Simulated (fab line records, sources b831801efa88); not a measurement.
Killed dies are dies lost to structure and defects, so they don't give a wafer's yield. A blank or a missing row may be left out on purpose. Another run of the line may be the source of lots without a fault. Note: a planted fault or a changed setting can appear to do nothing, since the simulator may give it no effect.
What tool caused it? || flow sky130 || 11 lots with 33 wafers sampled at 2 steps, on a route of 708 steps

== WHAT EACH GAUGE READ, for each wafer ==
SKY_VIA4_THK_MEAS_20: measures by xrf.
{"lot": "L817", "measured": "day 42 20:55", "on": "filmMetro-03", "VIA4_W_THK (nm)": "501 499 502"}
{"lot": "L818", "measured": "day 43 07:29", "on": "filmMetro-01", "VIA4_W_THK (nm)": "505 508 500"}
{"lot": "L819", "measured": "day 43 14:47", "on": "filmMetro-02", "VIA4_W_THK (nm)": "501 506 501"}
{"lot": "L822", "measured": "day 44 08:14", "on": "filmMetro-03", "VIA4_W_THK (nm)": "505 500 493"}
{"lot": "L820", "measured": "day 44 08:58", "on": "filmMetro-01", "VIA4_W_THK (nm)": "507 508 504"}
{"lot": "L823", "measured": "day 44 20:52", "on": "filmMetro-02", "VIA4_W_THK (nm)": "501 504 500"}
{"lot": "L830", "measured": "day 46 13:46", "on": "filmMetro-02", "VIA4_W_THK (nm)": "495 498 488"}
{"lot": "L831", "measured": "day 46 16:40", "on": "filmMetro-02", "VIA4_W_THK (nm)": "499 502 496"}
{"lot": "L835", "measured": "day 47 12:35", "on": "filmMetro-01", "VIA4_W_THK (nm)": "494 494 500"}
{"lot": "L834", "measured": "day 47 14:56", "on": "filmMetro-03", "VIA4_W_THK (nm)": "502 509 506"}
{"lot": "L838", "measured": "day 48 14:13", "on": "filmMetro-03", "VIA4_W_THK (nm)": "500 497 494"}

== TOOL THAT RAN EACH LOT (tool first, then ch and the chambers of the sampled wafers, then the start) ==
{"lot": "L817", "SKY_CAP2M_METAL_ETCH_13": "rieMetal-04 ch 0,1, day 40 17:40"}
{"lot": "L818", "SKY_CAP2M_METAL_ETCH_13": "rieMetal-03 ch 0,1, day 41 05:31"}
{"lot": "L819", "SKY_CAP2M_METAL_ETCH_13": "rieMetal-03 ch 0, day 41 12:25"}
{"lot": "L822", "SKY_CAP2M_METAL_ETCH_13": "rieMetal-03 ch 0,1, day 42 07:28"}
{"lot": "L820", "SKY_CAP2M_METAL_ETCH_13": "rieMetal-02 ch 1, day 42 08:01"}
{"lot": "L823", "SKY_CAP2M_METAL_ETCH_13": "rieMetal-02 ch 0,1, day 42 20:13"}
{"lot": "L830", "SKY_CAP2M_METAL_ETCH_13": "rieMetal-02 ch 0,1, day 44 15:25"}
{"lot": "L831", "SKY_CAP2M_METAL_ETCH_13": "rieMetal-03 ch 0,1, day 44 18:37"}
{"lot": "L835", "SKY_CAP2M_METAL_ETCH_13": "rieMetal-03 ch 0, day 45 15:37"}
{"lot": "L834", "SKY_CAP2M_METAL_ETCH_13": "rieMetal-04 ch 0,1, day 45 17:58"}
{"lot": "L838", "SKY_CAP2M_METAL_ETCH_13": "rieMetal-04 ch 0,1, day 46 18:43"}
- SKY_CAP2M_METAL_ETCH_13: etches TiN in Cl2/BCl3, stops on SiO2, target depth 220 nm, time 62.9 s.

== THE ANSWER, worked out from the rows above alone ==
Rule: usual is defined by the lots themselves. Put in order of their means at a reading, lots are off if they are a third of the lots or fewer, leave a main group of 4 or more, and stand apart from it by a gap of 3 or more times the standard deviation of the main group's means; of several such gaps the widest counts. If all means in a main group match to the digits the tables above print for the reading, that group is not used. Also off: a lot with no number at a reading for which 4 or more lots have one. Where the step has rows for the other lots, those lots are counted as sound.
Nothing can be told from this: no lot is off at any reading shown.

== WHAT HAD BEEN PUT IN BY THE SIMULATOR ==
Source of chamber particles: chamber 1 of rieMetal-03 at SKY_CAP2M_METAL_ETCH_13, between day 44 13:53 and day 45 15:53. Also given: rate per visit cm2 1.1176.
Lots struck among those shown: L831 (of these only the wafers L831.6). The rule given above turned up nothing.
